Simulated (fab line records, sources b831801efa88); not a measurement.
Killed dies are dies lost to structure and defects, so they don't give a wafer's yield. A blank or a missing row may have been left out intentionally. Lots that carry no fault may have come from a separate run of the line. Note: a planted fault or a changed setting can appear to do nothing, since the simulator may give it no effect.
Which of the tools did it? -- flow gf180mcu -- 39 wafers from 13 lots sampled at 5 of the route's 602 steps

== WHAT THE GAUGES READ, wafer by wafer ==
GF_PSD_RS_MEAS_14: the measuring method here is four-point-probe.
lot,measured,on,NSD_RS (ohm/sq)
L357,day 14 02:57,filmMetro-02,46.05 46.09 46.21
L359,day 14 23:11,filmMetro-02,46.17 46.26 46.10
L362,day 16 01:18,filmMetro-02,46.18 46.23 46.16
L363,day 16 09:41,filmMetro-01,46.54 46.56 46.53
L364,day 16 20:07,filmMetro-01,46.44 46.37 46.54
L365,day 17 01:29,filmMetro-04,46.17 46.34 46.18
L374,day 20 07:17,filmMetro-01,46.12 46.18 46.15
L375,day 20 19:58,filmMetro-02,46.05 46.23 46.08
L377,day 21 08:40,filmMetro-04,46.15 46.23 46.13
L376,day 21 09:05,filmMetro-01,46.20 46.17 46.11
L378,day 21 22:40,filmMetro-01,46.16 46.18 46.23
L379,day 21 23:37,filmMetro-04,46.18 46.19 46.36
L380,day 22 04:42,filmMetro-01,46.14 46.06 46.19

GF_SAB_CD_MEAS_09: the cd target is 420 nm.
lot,measured,on,cdNm (nm)
L357,day 14 23:37,cdSem-01,420.8 420.2 423.2
L359,day 15 20:55,cdSem-02,420.9 420.5 419.2
L362,day 17 00:15,cdSem-01,420.8 421.2 421.5
L363,day 17 08:34,cdSem-02,415.7 417.7 418.6
L364,day 17 18:44,cdSem-01,417.1 416.8 416.3
L365,day 18 00:47,cdSem-01,422.2 423.9 421.0
L374,day 21 06:56,cdSem-01,419.7 421.8 421.2
L375,day 21 18:44,cdSem-02,417.6 420.3 419.4
L377,day 22 08:17,cdSem-02,418.9 419.2 419.8
L376,day 22 08:52,cdSem-01,419.4 420.4 421.1
L378,day 22 22:31,cdSem-01,416.1 416.9 418.1
L379,day 22 23:13,cdSem-01,419.2 420.7 419.6
L380,day 23 03:46,cdSem-02,422.5 421.4 421.7

== TOOL THAT RAN EACH LOT (tool first, then ch and the chambers of the sampled wafers, then the start) ==
lot,GF_HV_LDD_RTA_52,GF_NSD_IMPLANT_10,GF_PSD_RTA_13
L357,"rtpAnneal-01 ch 0, day 12 07:38","implanter-02 ch 0, day 13 06:04","rtpAnneal-01 ch 0, day 14 02:52"
L359,"rtpAnneal-02 ch 0, day 13 01:05","implanter-02 ch 0, day 14 00:58","rtpAnneal-01 ch 0, day 14 23:05"
L362,"rtpAnneal-02 ch 0, day 14 01:36","implanter-02 ch 0, day 15 03:04","rtpAnneal-01 ch 0, day 16 01:13"
L363,"rtpAnneal-01 ch 0, day 14 11:23","implanter-02 ch 0, day 15 11:05","rtpAnneal-02 ch 0, day 16 09:36"
L364,"rtpAnneal-02 ch 0, day 14 19:49","implanter-02 ch 0, day 15 21:22","rtpAnneal-02 ch 0, day 16 20:01"
L365,"rtpAnneal-01 ch 0, day 15 01:49","implanter-01 ch 0, day 16 02:04","rtpAnneal-01 ch 0, day 17 01:23"
L374,"rtpAnneal-01 ch 0, day 18 02:44","implanter-03 ch 0, day 19 06:25","rtpAnneal-01 ch 0, day 20 07:12"
L375,"rtpAnneal-01 ch 0, day 18 15:35","implanter-01 ch 0, day 19 18:52","rtpAnneal-01 ch 0, day 20 19:53"
L377,"rtpAnneal-01 ch 0, day 19 03:54","implanter-01 ch 0, day 20 07:31","rtpAnneal-01 ch 0, day 21 08:34"
L376,"rtpAnneal-02 ch 0, day 19 04:13","implanter-01 ch 0, day 20 07:49","rtpAnneal-02 ch 0, day 21 08:59"
L378,"rtpAnneal-02 ch 0, day 19 18:23","implanter-03 ch 0, day 20 22:13","rtpAnneal-02 ch 0, day 21 22:35"
L379,"rtpAnneal-01 ch 0, day 19 19:47","implanter-02 ch 0, day 20 23:35","rtpAnneal-01 ch 0, day 21 23:32"
L380,"rtpAnneal-01 ch 0, day 20 02:26","implanter-02 ch 0, day 21 04:38","rtpAnneal-02 ch 0, day 22 04:37"
- GF_HV_LDD_RTA_52: time 10 s.
- GF_NSD_IMPLANT_10
- GF_PSD_RTA_13: time 20 s.

== AS READ BY THE TOOLS THEMSELVES (means over the sampled wafers that have a number; for cases with no such wafer, the mark the record gives instead) ==
GF_HV_LDD_RTA_52.
lot,tool,chamberO2Ppm,lampPowerPct (%),wafer_temp_C_max
L357,rtpAnneal-01,1.980,31.8,1005.8
L359,rtpAnneal-02,1.989,33.7,1003.7
L362,rtpAnneal-02,2.011,33.7,1005.9
L363,rtpAnneal-01,2.009,31.8,1005.8
L364,rtpAnneal-02,2.000,33.7,1004.0
L365,rtpAnneal-01,1.985,31.8,1005.2
L374,rtpAnneal-01,2.008,31.8,1006.2
L375,rtpAnneal-01,2.014,31.8,1006.0
L377,rtpAnneal-01,2.013,31.8,1007.4
L376,rtpAnneal-02,2.004,33.7,1004.6
L378,rtpAnneal-02,2.002,33.7,1005.0
L379,rtpAnneal-01,2.008,31.8,1006.1
L380,rtpAnneal-01,2.015,31.8,1005.3

GF_NSD_IMPLANT_10.
lot,tool,doseIonsCm2
L357,implanter-02,5.000e+14
L359,implanter-02,4.998e+14
L362,implanter-02,5.005e+14
L363,implanter-02,4.798e+14
L364,implanter-02,4.793e+14
L365,implanter-01,5.006e+14
L374,implanter-03,5.008e+14
L375,implanter-01,4.997e+14
L377,implanter-01,4.996e+14
L376,implanter-01,5.003e+14
L378,implanter-03,4.996e+14
L379,implanter-02,5.003e+14
L380,implanter-02,5.001e+14

GF_PSD_RTA_13.
lot,tool,chamberO2Ppm,lampPowerPct (%),wafer_temp_C_max
L357,rtpAnneal-01,1.994,33.0,1030.7
L359,rtpAnneal-01,2.008,33.0,1031.9
L362,rtpAnneal-01,1.987,33.0,1030.9
L363,rtpAnneal-02,1.992,35.0,1029.9
L364,rtpAnneal-02,2.014,35.0,1029.9
L365,rtpAnneal-01,1.990,33.0,1033.0
L374,rtpAnneal-01,1.991,33.0,1030.9
L375,rtpAnneal-01,2.008,33.0,1030.7
L377,rtpAnneal-01,1.986,33.0,1031.2
L376,rtpAnneal-02,2.004,35.0,1029.5
L378,rtpAnneal-02,2.026,35.0,1029.4
L379,rtpAnneal-01,2.020,33.0,1030.9
L380,rtpAnneal-02,1.975,35.0,1029.7

== THE ANSWER, worked out from the rows above alone ==
Rule: usual is defined by the lots themselves. The widest of any qualifying gaps counts: lots, ordered by their means at a reading, are off when they make up no more than a third of the lots, leave a main group of 4 or more, and stand apart from it by 3 or more times the standard deviation of that group's means. A main group whose means are all the same, to the digits that the tables above print for the reading, isn't used. A lot without any number at a reading at which 4 lots or more have one is off too. All remaining lots with rows at the step are treated as sound. Order of review: gauges by route order, followed by the tools' own readings, for which a lot's mean as printed above is used. The first step at which some lot is off is used, and at that step the reading that is off furthest; a lot without a number counts as furthest.
Off: at GF_PSD_RS_MEAS_14 (NSD_RS), L363, L364. Mean 46.17 ohm/sq and standard deviation 0.04 in the main group.
If a tool, at a process step before that reading, ran all the lots that are off and no sound lot after the first of them, it fits. The gauges at GF_PSD_RS_MEAS_14 aren't tried: what is off there is off at GF_NSD_IMPLANT_10 too, on other tools, and a gauge's error can't cause that. None of those tried fits.

== WHAT THE SIMULATOR PUT IN ==
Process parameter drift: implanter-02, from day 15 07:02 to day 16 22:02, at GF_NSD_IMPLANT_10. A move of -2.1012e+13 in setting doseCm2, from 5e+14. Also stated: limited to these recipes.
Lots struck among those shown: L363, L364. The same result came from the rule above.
